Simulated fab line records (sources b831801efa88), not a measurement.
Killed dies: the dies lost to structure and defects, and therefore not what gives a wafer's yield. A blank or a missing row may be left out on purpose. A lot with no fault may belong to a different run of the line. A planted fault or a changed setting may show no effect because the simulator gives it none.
A lot that was struck, set against a sound lot || flow sky130 || 43 steps out of a route of 708
Sound: these wafers, L440.1, L440.3, L440.6. Wafers L450.1, L450.2, L450.5 were the ones struck. At the end, the cause is stated.
Order at every step that has rows: each side's tool, ch and its chambers, its first start. Under that, the readings that differ: sound wafers || struck wafers || difference of the means || sigmas: that difference in standard deviations of wafers without a fault.
alike: readings with means less than 2 such deviations apart, plus words and numbers identical on both sides. not compared: withheld readings, readings lacking a value on some wafer, bounds such as >300 that could conceal the same value, and numbers that have no deviation in the record and whose values overlap.
A row with sigmas, a row that says differs or no value, or rows on one side alone: a step with any of these is where the two part. When numbers do not overlap yet have no deviation, they are printed without sigmas and do not part them. A reading that every wafer of one side lacks parts them only if that side has two wafers or more.

first, 4 steps without rows for these wafers: SKY_LDD_N_SOFTBAKE_03 (time 60 s); SKY_LDD_N_EXPOSE_04 (exposes mask NTM, target cd 840 nm); SKY_LDD_N_PEB_05; SKY_LDD_N_DEVELOP_06 (develop time 60 s).
SKY_LDD_N_OVL_MEAS_07:
  sound: overlay-02 at day 19 16:28; struck: overlay-01 at day 22 20:42
  alike: LDD_N_OVL
then, 7 steps without rows for these wafers: SKY_LDD_N_IMPLANT_08; SKY_LDD_N_IMPLANT_09; SKY_LDD_N_IMPLANT_10; SKY_LDD_N_IMPLANT_11; SKY_LDD_N_IMPLANT_12; SKY_LDD_N_IMPLANT_13; SKY_LDD_N_IMPLANT_14.
SKY_LDD_N_IMPLANT_15:
  sound on implanter-04 ch 0, day 19 17:32; struck on implanter-04 ch 0, day 22 21:47
SKY_LDD_N_STRIP_16: strips in O2/N2.
  sound on plasma asher-03 ch 0,1, day 19 17:41; struck on plasma asher-01 ch 0,1, day 22 21:56
  alike: drypump motor current A, o2 flow sccm, oes product au, strip time to endpoint s
  not compared: rf hours counter h
SKY_LDD_N_TW_MEAS_17:
  sound: film metro-02 at day 19 17:47; struck: film metro-03 at day 22 22:02
{"reading": "LDD_N_TW", "sound": "2550 2546 2547", "struck": "2618 2621 2625", "difference": "+74", "sigmas": "+2"}
then, 7 steps without rows for these wafers: SKY_LDD_P_DEHYDRATE_00 (time 60 s); SKY_LDD_P_HMDS_01 (prime time 60 s); SKY_LDD_P_COAT_02 (resist thk 1140 nm); SKY_LDD_P_SOFTBAKE_03 (time 60 s); SKY_LDD_P_EXPOSE_04 (exposes mask PSDM, target cd 380 nm); SKY_LDD_P_PEB_05; SKY_LDD_P_DEVELOP_06 (develop time 60 s).
SKY_LDD_P_CD_MEAS_07 targets a cd of 380 nm.
  sound: cd sem-02 at day 21 00:34; struck: cd sem-02 at day 24 03:31
  alike: cd nm
SKY_LDD_P_OVL_MEAS_08:
  sound: overlay-01 at day 21 00:41; struck: overlay-02 at day 24 03:38
  alike: LDD_P_OVL
next, for these wafers, 1 step has no rows: SKY_LDD_P_IMPLANT_09.
SKY_LDD_P_STRIP_10: strips in O2/N2.
  sound on plasma asher-04 ch 0,1, day 21 00:52; struck on plasma asher-02 ch 0,1, day 24 03:49
  alike: drypump motor current A, o2 flow sccm, oes product au, strip time to endpoint s
  not compared: rf hours counter h
SKY_LDD_P_TW_MEAS_11:
  sound: film metro-02 at day 21 00:58; struck: film metro-04 at day 24 03:55
  alike: LDD_P_TW
then, 7 steps without rows for these wafers: SKY_LDD_HVN_DEHYDRATE_00 (time 60 s); SKY_LDD_HVN_HMDS_01 (prime time 60 s); SKY_LDD_HVN_COAT_02 (resist thk 300 nm); SKY_LDD_HVN_SOFTBAKE_03 (time 60 s); SKY_LDD_HVN_EXPOSE_04 (exposes mask HVNTM, target cd 700 nm); SKY_LDD_HVN_PEB_05; SKY_LDD_HVN_DEVELOP_06 (develop time 60 s).
SKY_LDD_HVN_OVL_MEAS_07:
  sound: overlay-02 at day 22 07:37; struck: overlay-01 at day 25 09:04
  alike: LDD_HVN_OVL
next, for these wafers, 1 step has no rows: SKY_LDD_HVN_IMPLANT_08.
SKY_LDD_HVN_STRIP_09: strips in O2/N2.
  sound on plasma asher-01 ch 0, day 22 07:48; struck on plasma asher-02 ch 0,1, day 25 09:15
{"reading": "o2 flow sccm (sccm)", "sound": "2981 2987 2991", "struck": "3004 3004 3009", "difference": "+19", "sigmas": "+2"}
{"reading": "strip time to endpoint s (s)", "sound": "4.169 4.148 4.179", "struck": "4.106 4.117 4.109", "difference": -0.055, "sigmas": -3}
  alike: drypump motor current A, oes product au
  not compared: rf hours counter h
SKY_LDD_HVN_TW_MEAS_10:
  sound: film metro-01 at day 22 07:54; struck: film metro-04 at day 25 09:21
  alike: LDD_HVN_TW
then, 4 steps without rows for these wafers: SKY_LDD_HVP_DEHYDRATE_00 (time 60 s); SKY_LDD_HVP_HMDS_01 (prime time 60 s); SKY_LDD_HVP_COAT_02 (resist thk 300 nm); SKY_LDD_HVP_SOFTBAKE_03 (time 60 s).
-- record jumps: 24 days separate the struck wafers' starts on either side; left off in module LDD_HVP, taken up again in module PAD_OPEN, whose first shown step is the route's number 708 --
SKY_PAD_OPEN_PROBE_99:
  sound: prober-01 at day 47 02:31; struck: prober-01 at day 49 05:12
  alike: killed_at_M0_to_M3, killed_at_M4_up, killed at contacts, killed at front end, killed at other, killed dies, killed open, killed short
  not compared: model.etest.nfet_01v8_turned.vt sat v

== WHERE THEY PART ==
At SKY_LDD_N_TW_MEAS_17 first; at SKY_LDD_HVN_STRIP_09 last (within this record only). Later steps at which nothing parts them and some readings are alike: SKY_LDD_HVN_TW_MEAS_10, SKY_PAD_OPEN_PROBE_99.

WHY: what had been put in by the simulator
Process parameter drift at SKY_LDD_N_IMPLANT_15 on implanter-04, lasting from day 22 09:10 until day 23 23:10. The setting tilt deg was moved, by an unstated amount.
